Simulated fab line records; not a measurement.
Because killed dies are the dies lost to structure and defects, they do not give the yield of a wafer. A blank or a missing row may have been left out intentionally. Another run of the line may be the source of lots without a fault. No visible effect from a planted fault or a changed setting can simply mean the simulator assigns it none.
Problem report in the 8D (eight disciplines) form, filled by code + flow sfqLine + the parts of the form that need people (team, actions taken, sign-off) are left out

== 1. THE PROBLEM ==
Wafers free of any fault read 0.894 ohm/sq (standard deviation 0.0075) for M6_NB_RS at SFQ_M6_RS_MEAS_938, against a mean of 1.999 ohm/sq on 5 wafers of 2 lots. So: +99 or more standard deviations from the usual mean.
The step: measures by four-point-probe.
Seen first at day 77 09:32 on filmMetro-04, wafer L372.4. At this step, 42 wafers from 14 lots have a number in the record. The rule behind "out" and "out of limits": a value lying over 4 standard deviations away from the usual mean. The other wafers with a number count as sound.

== 2. WHAT IT IS, WHAT IT ISN'T ==
| question                    | is                                     | is not                                                                                                         |
|-----------------------------|----------------------------------------|----------------------------------------------------------------------------------------------------------------|
| which readings at this step | M6_NB_RS                               | -                                                                                                              |
| which lots                  | L372, L374                             | L363, L364, L365, L366, L371, L375, L376, L380, L382, L383, L384, L386                                         |
| which wafers of those lots  | L372.4, L372.5, L372.6, L374.5, L374.6 | L374.3                                                                                                         |
| read on which gauges        | filmMetro-04                           | filmMetro-01, filmMetro-02                                                                                     |
| when                        | from day 77 09:32                      | up to then (15 sound wafers); but 22 sound wafers of L374, L375, L376, L380, L382, L383, L384, L386 came after |

== 3. THE SUSPECTS, EACH WITH WHAT RULES IT OUT ==
Counting: any tool at a process step up to the reading remains a suspect provided it ran every lot that is out. Sound lots after the first of them don't rule it out here, since some wafers of a struck lot are sound.
- the gauge at SFQ_M6_RS_MEAS_938: ruled out. All the wafers that are out were read on filmMetro-04, but those of them that SFQ_TRILAYER_M6_ETCH_METAL_ETCH_162 has rows for are out there too, on other tools.
- pvdSputter-06 at SFQ_TRILAYER_M6_DEP_SPUTTER_157 (material Nb, target thk 200 nm, time 133.3 s): kept. Every lot that is out went through it, the first being L372 (day 77 09:23); the last sound lot it ran before that was L366 (day 75 08:13).
After counting, what remains is pvdSputter-06 at SFQ_TRILAYER_M6_DEP_SPUTTER_157.

== 4. THE CAUSE (what the simulator had put in) ==
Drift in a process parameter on pvdSputter-06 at SFQ_TRILAYER_M6_DEP_SPUTTER_157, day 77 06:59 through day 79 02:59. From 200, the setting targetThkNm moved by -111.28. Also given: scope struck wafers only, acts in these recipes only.
Counting left only this tool.

== 5. THE CHAIN OF EFFECTS, in route order ==
Each row: a reading where the mean over the struck wafers with a number is more than 3 standard deviations away from the usual. Scope: only readings with a usual standard deviation given in the record; hours: median across lots of the time from each lot's start at the first step in this table that gives one to its start at this step; sigmas: change in usual standard deviations.
| hours | step                                | reading      | usual        | on struck wafers | change | sigmas      |
|-------|-------------------------------------|--------------|--------------|------------------|--------|-------------|
| 0     | SFQ_M6_RS_MEAS_938                  | M6_NB_RS     | 0.894 ohm/sq | 1.999            | +1.105 | +99 or more |
| 5     | SFQ_TRILAYER_M6_ETCH_METAL_ETCH_162 | oesProductAu | 0.892 a.u.   | 0.613            | -0.279 | -42         |
Its process steps:
- SFQ_TRILAYER_M6_ETCH_METAL_ETCH_162: etches Nb in Cl2/Ar, stops on SiO2, target depth 240 nm, time 120 s.

== 6. HOW IT WOULD HAVE BEEN CAUGHT EARLIER ==
Counted from the fault's start at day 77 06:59, it took 3 hours until the first out-of-limits reading at a measuring or inspecting step in this record, taken at day 77 09:32.
An alarm limit of 4 standard deviations would not have fired on the tool readings at SFQ_TRILAYER_M6_DEP_SPUTTER_157 for which the record gives a usual standard deviation, since none of them was out on any struck wafer.
Of the lots that are out (2), L374 began SFQ_TRILAYER_M6_DEP_SPUTTER_157 on pvdSputter-06 after day 77 09:32. It would have been spared by a hold on the tool at that moment.
